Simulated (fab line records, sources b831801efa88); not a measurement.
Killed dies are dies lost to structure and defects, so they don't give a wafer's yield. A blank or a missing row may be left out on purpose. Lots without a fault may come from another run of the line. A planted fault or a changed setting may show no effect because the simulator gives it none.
A struck lot beside a sound one | flow sky130 | 17 steps out of a route of 708
Sound: wafers L967.1, L967.4, L967.6. Struck: wafers L980.2, L980.3, L980.6. The cause comes at the end.
At each step with rows: each side's tool, then ch and its chambers, then its first start. Under that, the readings that differ: sound wafers | struck wafers | difference of the means | sigmas: that difference in standard deviations of wafers without a fault.
alike: readings whose means differ by less than 2 such deviations, and words and numbers that are the same on both sides. not compared: withheld readings, readings that some wafer has no value for, bounds like >300 that may hide the same value, and numbers for which the record gives no deviation and whose values overlap.
The two part at a step that has a row with sigmas, a row that says differs or no value, or rows on one side only. Numbers that don't overlap but have no deviation are shown without sigmas and don't part them. A reading that every wafer of one side lacks parts them only if that side has two wafers or more.

first, 2 steps without rows for these wafers: SKY_NWELL_IMPLANT_12; SKY_NWELL_IMPLANT_13.
SKY_NWELL_STRIP_14: strips in O2/N2.
  sound on plasma_asher-01 ch 0, day 5 11:49; struck on plasma_asher-03 ch 0, day 8 13:16
  reading                     | sound       | struck      | difference | sigmas
  drypump_motor_current_A (A) | 6.4 6.4 6.3 | 5.0 5.0 5.0 | -1.4       | -4
  alike: oes_product_au, strip_time_to_endpoint_s
  not compared: rf_hours_counter_h
SKY_NWELL_TW_MEAS_15:
  sound on film_metro-04, day 5 11:55; struck on film_metro-04, day 8 13:23
  alike: NWELL_TW
then, 7 steps without rows for these wafers: SKY_NWELL_DEHYDRATE_16 (time 60 s); SKY_NWELL_HMDS_17 (prime time 60 s); SKY_NWELL_COAT_18 (resist thk 3000 nm); SKY_NWELL_SOFTBAKE_19; SKY_NWELL_EXPOSE_20 (exposes mask NWM COMPLEMENT, target cd 840 nm); SKY_NWELL_PEB_21; SKY_NWELL_DEVELOP_22 (develop time 60 s).
SKY_NWELL_OVL_MEAS_23:
  sound on overlay-02, day 6 06:51; struck on overlay-01, day 9 10:10
  alike: NWELL_01_OVL
SKY_NWELL_IMPLANT_24:
  sound on implanter-01 ch 0, day 6 06:53; struck on implanter-01 ch 0, day 9 10:13
  reading            | sound                    | struck                           | difference  | sigmas
  dose_ions_cm2      | 9.2e+12 9.19e+12 9.2e+12 | 1.4443e+13 1.4442e+13 1.4441e+13 | +5.2453e+12 | +99 or more
  faraday_current_uA | 51.7 52.6 51.6           | 81.7 79.4 81.0                   | +28.7       | +29
  alike: beam_on_s
SKY_NWELL_STRIP_25: strips in O2/N2.
  sound on plasma_asher-03 ch 0,1, day 6 07:02; struck on plasma_asher-01 ch 0, day 9 10:20
  alike: drypump_motor_current_A, oes_product_au, strip_time_to_endpoint_s
  not compared: rf_hours_counter_h
SKY_NWELL_TW_MEAS_26:
  sound on film_metro-02, day 6 07:08; struck on film_metro-04, day 9 10:27
  reading    | sound       | struck      | difference | sigmas
  NWELL_2_TW | 485 484 482 | 582 580 580 | +97        | +10
then, 1 step without rows for these wafers: SKY_NWELL_CLEAN_27 (cleans in SC1/SC2, time 150 s).
-- the record jumps here: 41 days lie between the struck wafers' starts before and after (it left off in module NWELL and takes up again in module PAD_OPEN, whose first step shown is number 708 of the route) --
SKY_PAD_OPEN_PROBE_99:
  sound on prober-01, day 47 09:07; struck on prober-02, day 50 00:21
  reading                                    | sound                         | struck                        | difference | sigmas
  model.etest.pfet_16v.r_on_ohm_um           | 1.658e+04 1.639e+04 1.587e+04 | 1.236e+04 1.231e+04 1.319e+04 | -3.660e+03 |
  model.etest.res_iso_pwell.rs_ohm_sq        | 3856 3724 3541                | 2542 2504 3108                | -989       |
  model.etest.res_pwell_under_gate.rs_ohm_sq | 2315 2301 2311                | 1694 1699 1702                | -611       |
  model.etest.nfet_16v.r_on_ohm_um           | 1.44e+04 1.433e+04 1.43e+04   | 1.516e+04 1.527e+04 1.508e+04 | +8.267e+02 |
  model.etest.res_iso_pwell.line_ohm_um      | 1450 1406 1315                | 958.6 948.1 1173              | -363.8     |
  model.etest.tip_n_5v.rs_ohm_sq             | 1401 1399 1395                | 1500 1507 1504                | +105       |
  model.etest.pfet_16v.drive_ua_um           | 229 230.4 236.3               | 291.5 290.5 287.8             | +58.0      |
  model.etest.res_nwell.width_nm (nm)        | 842.9 834.2 837.1             | 819.7 816.9 831.3             | -15.4      |
  alike: killed_at_M0_to_M3, killed_at_M4_up, killed_at_contacts, killed_at_front_end, killed_at_other, killed_dies, killed_on_rim, killed_open, killed_short

WHERE THEY PART
First at SKY_NWELL_STRIP_14; last, within this record, at SKY_NWELL_TW_MEAS_26. Later steps at which nothing parts them and some readings are alike: SKY_PAD_OPEN_PROBE_99.

WHY: what the simulator had put in
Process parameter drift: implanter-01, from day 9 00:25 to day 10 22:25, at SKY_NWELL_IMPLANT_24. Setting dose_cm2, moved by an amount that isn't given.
